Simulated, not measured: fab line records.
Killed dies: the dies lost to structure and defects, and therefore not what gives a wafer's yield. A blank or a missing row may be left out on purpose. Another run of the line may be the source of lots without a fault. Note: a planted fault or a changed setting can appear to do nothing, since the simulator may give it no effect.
fab line records ; flow sky130 ; part 2 of 2: steps 27 to 37 of 37
record lots=5; wafers=15; last_day=50
route steps=708 shown VIA1@460 METAL2@483
lots untouched by any fault: they come from a run of this same line in which no faults occurred
start_h: start of the lot's first displayed wafer, in hours after the record's first day ; wait_h: hours elapsed since this lot's preceding step ; " the same as in the row above ; L1.1+2: a row that stands for several wafers ; - value missing, or start not given ; * or withheld: withheld ; < > ~ a bound
route shown NAME@n: a module of which the file shows steps, and the number in the route of the first ; usual: mean and standard deviation over wafers with no fault ; same: alike in all rows ; chamber/n: place in a boat ; sites: the reading at each site ; _std_site: how widely they spread, as a standard deviation ; _edge_site: inner sites' mean taken away from outer sites' mean ; radius_mm: for every site, how far away it sits from the centre of the wafer ; mask NAME#n: copy n ; behind: the most recent tool/chamber to have shaped the wafer ; hold: why the lot went on hold/how many hours it stayed there/how the hold came to an end ; device: which transistor (n, p or np) failed to switch ; end of line: tests of these same wafers at the route's end ; step lacking rows: just its recipe ; killed: count of dies lost to structure and defects at first sort (not the wafer's yield) ; map: a wafer's dies, marking killed ones x, the rest . and places with no die _
set.NAME: the setting as run; set.NAME@STEP: as run at that earlier step ; model.NAME: the simulator's own value behind a step, which no gauge read
lots at selected steps of the route; one table per step, one row per wafer
services: when a tool's chamber went out of use (start_h, in hours from the record's first day, below 0 if earlier), for how many hours, and the reason
## steps
# step SKY_METAL2_SPUTTER_03
# recipe material=Ti; target_thk_nm=5; power_w=3000; time_s=3.3; chamber_pressure_pa=0.4
# usual throttle_valve_pct=30.3/0.8
lot.wafer;tool;chamber;start_h;wait_h;throttle_valve_pct
L075.2;pvd_sputter-02;-;783.17;0.0;29.4
L075.3;pvd_sputter-02;-;783.17;0.0;29.9
L075.4;pvd_sputter-02;-;783.17;0.0;29.7
L082.3;pvd_sputter-01;-;845.61;0.0;30.5
L082.5;pvd_sputter-01;-;845.61;0.0;30.2
L082.6;pvd_sputter-01;-;845.61;0.0;30.4
L085.1;pvd_sputter-01;-;877.81;0.0;30.4
L085.3;pvd_sputter-01;-;877.81;0.0;30.7
L085.5;pvd_sputter-01;-;877.81;0.0;28.5
L092.1;pvd_sputter-03;-;922.05;0.0;31.2
L092.4;pvd_sputter-03;-;922.05;0.0;31.6
L092.5;pvd_sputter-03;-;922.05;0.0;31.2
L097.1;pvd_sputter-01;-;955.54;0.0;30.1
L097.5;pvd_sputter-01;-;955.54;0.0;30.5
L097.6;pvd_sputter-01;-;955.54;0.0;30.4
# step SKY_METAL2_SPUTTER_04
# recipe material=TiN; target_thk_nm=70; power_w=6500; time_s=55.52; chamber_pressure_pa=0.4
# usual throttle_valve_pct=30.4/0.83
lot.wafer;tool;chamber;start_h;wait_h;throttle_valve_pct
L075.2;pvd_sputter-02;-;783.19;0.0;29.5
L075.3;pvd_sputter-02;-;783.19;0.0;29.9
L075.4;pvd_sputter-02;-;783.19;0.0;29.5
L082.3;pvd_sputter-01;-;845.63;0.0;30.4
L082.5;pvd_sputter-01;-;845.63;0.0;30.2
L082.6;pvd_sputter-01;-;845.63;0.0;30.5
L085.1;pvd_sputter-01;-;877.83;0.0;30.4
L085.3;pvd_sputter-01;-;877.83;0.0;30.3
L085.5;pvd_sputter-01;-;877.83;0.0;28.8
L092.1;pvd_sputter-03;-;922.07;0.0;31.3
L092.4;pvd_sputter-03;-;922.07;0.0;31.4
L092.5;pvd_sputter-03;-;922.07;0.0;31.4
L097.1;pvd_sputter-01;-;955.56;0.0;29.8
L097.5;pvd_sputter-01;-;955.56;0.0;30.3
L097.6;pvd_sputter-01;-;955.56;0.0;30.1
# step SKY_METAL2_RS_MEAS_05
# recipe thk_meas_gauge=four-point-probe; reads=TiN_of_METAL2_SPUTTER_04+Ti_of_METAL2_SPUTTER_03+AlCu_of_METAL2_SPUTTER_02+TiN_of_METAL2_SPUTTER_01+Ti_of_METAL2_SPUTTER_00
# usual METAL2_ALCU_RS=0.1273/0.0012
lot.wafer;tool;chamber;start_h;wait_h;METAL2_ALCU_RS[ohm/sq]
L075.2;film_metro-02;-;783.26;0.0;0.1270
L075.3;film_metro-02;-;783.26;0.0;0.1259
L075.4;film_metro-02;-;783.26;0.0;0.1259
L082.3;film_metro-03;-;845.72;0.1;0.1277
L082.5;film_metro-03;-;845.72;0.1;0.1261
L082.6;film_metro-03;-;845.72;0.1;0.1278
L085.1;film_metro-03;-;877.88;0.0;0.1284
L085.3;film_metro-03;-;877.88;0.0;0.1291
L085.5;film_metro-03;-;877.88;0.0;0.1284
L092.1;film_metro-03;-;922.12;0.0;0.1276
L092.4;film_metro-03;-;922.12;0.0;0.1278
L092.5;film_metro-03;-;922.12;0.0;0.1280
L097.1;film_metro-02;-;955.61;0.0;0.1269
L097.5;film_metro-02;-;955.61;0.0;0.1276
L097.6;film_metro-02;-;955.61;0.0;0.1265
# step SKY_METAL2_THK_MEAS_06
# recipe thk_meas_gauge=xrf; reads=AlCu_of_METAL2_SPUTTER_02
# usual METAL2_ALCU_THK=252.1/2.7
lot.wafer;tool;chamber;start_h;wait_h;METAL2_ALCU_THK[nm]
L075.2;film_metro-02;-;783.37;0.1;253.3
L075.3;film_metro-02;-;783.37;0.1;253.7
L075.4;film_metro-02;-;783.37;0.1;252.7
L082.3;film_metro-03;-;845.82;0.1;252.9
L082.5;film_metro-03;-;845.82;0.1;252.2
L082.6;film_metro-03;-;845.82;0.1;252.2
L085.1;film_metro-03;-;878.00;0.1;249.5
L085.3;film_metro-03;-;878.00;0.1;250.1
L085.5;film_metro-03;-;878.00;0.1;250.1
L092.1;film_metro-03;-;922.24;0.1;251.0
L092.4;film_metro-03;-;922.24;0.1;248.7
L092.5;film_metro-03;-;922.24;0.1;250.4
L097.1;film_metro-02;-;955.73;0.1;252.3
L097.5;film_metro-02;-;955.73;0.1;251.1
L097.6;film_metro-02;-;955.73;0.1;253.4
# step SKY_METAL2_DEHYDRATE_07
# recipe temp_c=200; time_s=60
# usual heater_power_total_W=160.36/0.12
lot.wafer;tool;chamber;start_h;wait_h;heater_power_total_W
L075.2;litho_track-01;0;796.20;12.8;160.35
L075.3;litho_track-01;0;796.20;12.8;160.28
L075.4;litho_track-01;0;796.20;12.8;160.25
L082.3;litho_track-01;0;858.67;12.8;160.33
L082.5;litho_track-01;0;858.67;12.8;160.25
L082.6;litho_track-01;0;858.67;12.8;160.31
L085.1;litho_track-03;0;891.23;13.2;160.27
L085.3;litho_track-03;0;891.23;13.2;160.34
L085.5;litho_track-03;0;891.23;13.2;160.19
L092.1;litho_track-02;0;933.37;11.1;160.44
L092.4;litho_track-02;0;933.37;11.1;160.34
L092.5;litho_track-02;0;933.37;11.1;160.36
L097.1;litho_track-02;0;967.92;12.2;160.07
L097.5;litho_track-02;0;967.92;12.2;160.31
L097.6;litho_track-02;0;967.92;12.2;160.42
# step SKY_METAL2_HMDS_08
# recipe prime_time_s=60; prime_temp_c=120
# usual prime_temp_c=120.00/0.14
lot.wafer;tool;chamber;start_h;wait_h;prime_temp_c
L075.2;litho_track-01;0;796.35;0.1;120.07
L075.3;litho_track-01;0;796.35;0.1;120.25
L075.4;litho_track-01;0;796.35;0.1;120.24
L082.3;litho_track-01;0;858.82;0.1;120.01
L082.5;litho_track-01;0;858.82;0.1;119.83
L082.6;litho_track-01;0;858.82;0.1;119.99
L085.1;litho_track-03;0;891.38;0.1;120.18
L085.3;litho_track-03;0;891.38;0.1;120.21
L085.5;litho_track-03;0;891.38;0.1;120.09
L092.1;litho_track-02;0;933.52;0.1;120.31
L092.4;litho_track-02;0;933.52;0.1;120.19
L092.5;litho_track-02;0;933.52;0.1;119.96
L097.1;litho_track-02;0;968.07;0.1;120.01
L097.5;litho_track-02;0;968.07;0.1;119.98
L097.6;litho_track-02;0;968.07;0.1;120.08
# step SKY_METAL2_COAT_09
# recipe resist=BARC; temp_c=withheld; time_s=withheld; spin_rpm=3000; resist_thk_nm=60
# usual dispense_pressure_kPa=47.6/1.5
lot.wafer;tool;chamber;start_h;wait_h;dispense_pressure_kPa
L075.2;litho_track-01;0;796.50;0.1;49.8
L075.3;litho_track-01;0;796.50;0.1;49.7
L075.4;litho_track-01;0;796.50;0.1;49.7
L082.3;litho_track-01;0;858.97;0.1;49.8
L082.5;litho_track-01;0;858.97;0.1;49.7
L082.6;litho_track-01;0;858.97;0.1;49.7
L085.1;litho_track-03;0;891.53;0.1;47.1
L085.3;litho_track-03;0;891.53;0.1;47.1
L085.5;litho_track-03;0;891.53;0.1;47.1
L092.1;litho_track-02;0;933.67;0.1;46.2
L092.4;litho_track-02;0;933.67;0.1;46.2
L092.5;litho_track-02;0;933.67;0.1;46.3
L097.1;litho_track-02;0;968.22;0.1;46.2
L097.5;litho_track-02;0;968.22;0.1;46.3
L097.6;litho_track-02;0;968.22;0.1;46.3
# step SKY_METAL2_COAT_10
# recipe resist=KrF-thick; spin_rpm=3000; resist_thk_nm=450
# usual dispense_pressure_kPa=47.6/1.5
lot.wafer;tool;chamber;start_h;wait_h;dispense_pressure_kPa
L075.2;litho_track-01;0;-;-;49.7
L075.3;litho_track-01;0;-;-;49.7
L075.4;litho_track-01;0;-;-;49.7
L082.3;litho_track-01;0;-;-;49.7
L082.5;litho_track-01;0;-;-;49.7
L082.6;litho_track-01;0;-;-;49.7
L085.1;litho_track-03;0;-;-;47.1
L085.3;litho_track-03;0;-;-;47.1
L085.5;litho_track-03;0;-;-;47.2
L092.1;litho_track-02;0;-;-;46.4
L092.4;litho_track-02;0;-;-;46.3
L092.5;litho_track-02;0;-;-;46.4
L097.1;litho_track-02;0;-;-;46.3
L097.5;litho_track-02;0;-;-;46.3
L097.6;litho_track-02;0;-;-;46.3
# step SKY_METAL2_SOFTBAKE_11
# recipe temp_c=100; time_s=90; resist=KrF-thick
# usual heater_power_total_W=57.36/0.12
lot.wafer;tool;chamber;start_h;wait_h;heater_power_total_W
L075.2;litho_track-01;0;-;-;57.33
L075.3;litho_track-01;0;-;-;57.47
L075.4;litho_track-01;0;-;-;57.36
L082.3;litho_track-01;0;-;-;57.26
L082.5;litho_track-01;0;-;-;57.38
L082.6;litho_track-01;0;-;-;57.35
L085.1;litho_track-03;0;-;-;57.42
L085.3;litho_track-03;0;-;-;57.21
L085.5;litho_track-03;0;-;-;57.48
L092.1;litho_track-02;0;-;-;57.22
L092.4;litho_track-02;0;-;-;57.38
L092.5;litho_track-02;0;-;-;57.44
L097.1;litho_track-02;0;-;-;57.45
L097.5;litho_track-02;0;-;-;57.41
L097.6;litho_track-02;0;-;-;57.57
# step SKY_METAL2_EXPOSE_12
# recipe mask_id=MM2; na=0.8; source_shape=annular; sigma_inner=0.55; sigma_outer=0.85; target_cd_nm=140; dose_mj=28
# same na=0.8; sigma_outer=0.85
lot.wafer;tool;chamber;start_h;wait_h;mask
L075.2+3+4;krf_scanner-01;0;-;-;MM2#0
L082.3+5+6;krf_scanner-01;0;-;-;MM2#0
L085.1+3+5;krf_scanner-02;0;-;-;MM2#0
L092.1+4+5;krf_scanner-02;0;-;-;MM2#0
L097.1+5+6;krf_scanner-01;0;-;-;MM2#0
# step SKY_METAL2_PEB_13
# recipe peb_temp_c=withheld; peb_time_s=withheld; resist=KrF-thick
lot.wafer;tool;chamber;start_h;wait_h
L075.2+3+4;litho_track-02;0;-;-
L082.3+5+6;litho_track-02;0;-;-
L085.1+3+5;litho_track-02;0;-;-
L092.1+4+5;litho_track-03;0;-;-
L097.1+5+6;litho_track-02;0;-;-
## services
tool;chamber;start_h;hours;kind
rie_diel-04;0;733.10;4.0;repair
krf_scanner-02;-;734.86;3.6;pm
rie_diel-04;2;738.13;6.0;repair
cvd_w-02;1;742.08;6.8;repair
cmp-02;-;744.00;4.0;pm
pvd_sputter-01;-;744.41;60.3;repair
krf_scanner-02;-;745.35;1.0;pm
pvd_sputter-01;-;748.20;5.6;repair
krf_scanner-02;-;774.58;6.3;repair
rie_diel-02;-;776.54;2.8;pm
krf_scanner-02;-;780.87;1.3;pm
krf_scanner-02;-;789.63;0.8;pm
cmp-02;-;860.25;0.6;repair
cmp-02;-;890.01;0.8;repair
cmp-02;-;907.97;0.5;repair
krf_scanner-02;-;914.35;1.0;pm
pvd_sputter-01;-;915.19;2.7;repair
pvd_sputter-01;-;923.58;3.6;repair
wet_bench-01;-;926.45;4.4;pm
krf_scanner-02;-;928.85;4.3;repair
krf_scanner-02;-;953.84;1.3;pm
krf_scanner-02;-;958.43;0.8;pm
krf_scanner-02;-;964.66;0.9;repair
cmp-02;-;967.95;6.4;pm
